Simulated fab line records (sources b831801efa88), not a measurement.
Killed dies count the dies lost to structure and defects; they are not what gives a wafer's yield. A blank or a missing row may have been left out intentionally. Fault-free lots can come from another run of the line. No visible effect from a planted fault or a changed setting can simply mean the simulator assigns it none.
Struck lot and sound lot, side by side | flow sky130 | 18 steps out of a route of 708
Sound: these wafers, L985.1, L985.2, L985.3. Struck: wafers L997.1, L997.3, L997.6. The cause is named last.
Each step with rows lists, per side, the tool, then ch with its chambers, then its first start. Under that, the readings that differ: sound wafers | struck wafers | difference of the means | sigmas: that difference in standard deviations of wafers without a fault.
alike: a reading whose means differ by less than 2 such deviations, as well as words and numbers matching on both sides. not compared: withheld readings; readings where some wafer has no value; bounds like >300 that might hide an equal value; numbers whose values overlap and for which the record gives no deviation.
Wherever a step has rows on one side only, a row that says differs or no value, or a row with sigmas, the two part there. Numbers that don't overlap but have no deviation are shown without sigmas and don't part them. A reading missing from all wafers of one side parts the sides only when that side holds two or more wafers.

SKY_NWELL_TW_MEAS_26:
  sound on film_metro-03, day 5 21:58; struck on film_metro-03, day 9 00:07
  alike: NWELL_2_TW
then, 1 step without rows for these wafers: SKY_NWELL_CLEAN_27 (cleans in SC1/SC2, time 150 s).
SKY_NWELL_RTA_28: time 30 s.
  sound on rtp_anneal-02 ch 0, day 5 22:05; struck on rtp_anneal-01 ch 0, day 9 00:14
  alike: anneal_temp_c_max, lamp_power_pct, wafer_temp_C_max
SKY_NWELL_RS_MEAS_29: measurement is done with a four-point probe.
  sound on film_metro-02, day 5 22:11; struck on film_metro-03, day 9 00:20
  alike: NWELL_RS
SKY_NWELL_RS_MEAS_31: measurement is done with a four-point probe.
  sound on film_metro-02, day 5 22:26; struck on film_metro-03, day 9 00:34
  alike: PWDE_RS
then, 6 steps without rows for these wafers: SKY_VT_ADJUST_HVTP_DEHYDRATE_00 (time 60 s); SKY_VT_ADJUST_HVTP_HMDS_01 (prime time 60 s); SKY_VT_ADJUST_HVTP_COAT_02 (resist thk 1140 nm); SKY_VT_ADJUST_HVTP_SOFTBAKE_03 (time 60 s); SKY_VT_ADJUST_HVTP_EXPOSE_04 (exposes mask HVTPM, target cd 380 nm); SKY_VT_ADJUST_HVTP_PEB_05.
SKY_VT_ADJUST_HVTP_DEVELOP_06: develop time 60 s.
  sound on litho_track-03 ch 0, day 6 16:46; struck on litho_track-01 ch 0, day 9 22:31
SKY_VT_ADJUST_HVTP_CD_MEAS_07: target cd 380 nm.
  sound on cd_sem-02, day 6 16:55; struck on cd_sem-01, day 9 22:40
  reading    | sound             | struck | difference                    | sigmas
  cd_nm (nm) | 381.3 381.2 378.1 | - - -  | no value on the struck wafers |
SKY_VT_ADJUST_HVTP_OVL_MEAS_08:
  sound on overlay-02, day 6 17:02; struck on overlay-02, day 9 22:47
  reading                 | sound       | struck | difference                    | sigmas
  VT_ADJUST_HVTP_OVL (nm) | 1.8 2.5 2.9 | - - -  | no value on the struck wafers |
following that, these wafers have no rows for 1 step: SKY_VT_ADJUST_HVTP_IMPLANT_09.
SKY_VT_ADJUST_HVTP_STRIP_10: strips in O2/N2.
  sound on plasma_asher-01 ch 0,1, day 6 17:13; struck on plasma_asher-01 ch 0,1, day 9 22:59
  alike: drypump_motor_current_A, o2_flow_sccm, oes_product_au, strip_time_to_endpoint_s
  not compared: rf_hours_counter_h
SKY_VT_ADJUST_HVTP_TW_MEAS_11:
  sound on film_metro-03, day 6 17:19; struck on film_metro-01, day 9 23:19
  reading           | sound          | struck   | difference | sigmas
  VT_ADJUST_HVTP_TW | 1359 1352 1355 | 30 30 30 | -1325      | -99 or more
  not compared: hold
following that, these wafers have no rows for 1 step: SKY_PAD_OPEN_PROBE_99.

WHERE THEY PART
At SKY_VT_ADJUST_HVTP_CD_MEAS_07 first; at SKY_VT_ADJUST_HVTP_TW_MEAS_11 last (within this record only).

WHY: what the simulator had put in
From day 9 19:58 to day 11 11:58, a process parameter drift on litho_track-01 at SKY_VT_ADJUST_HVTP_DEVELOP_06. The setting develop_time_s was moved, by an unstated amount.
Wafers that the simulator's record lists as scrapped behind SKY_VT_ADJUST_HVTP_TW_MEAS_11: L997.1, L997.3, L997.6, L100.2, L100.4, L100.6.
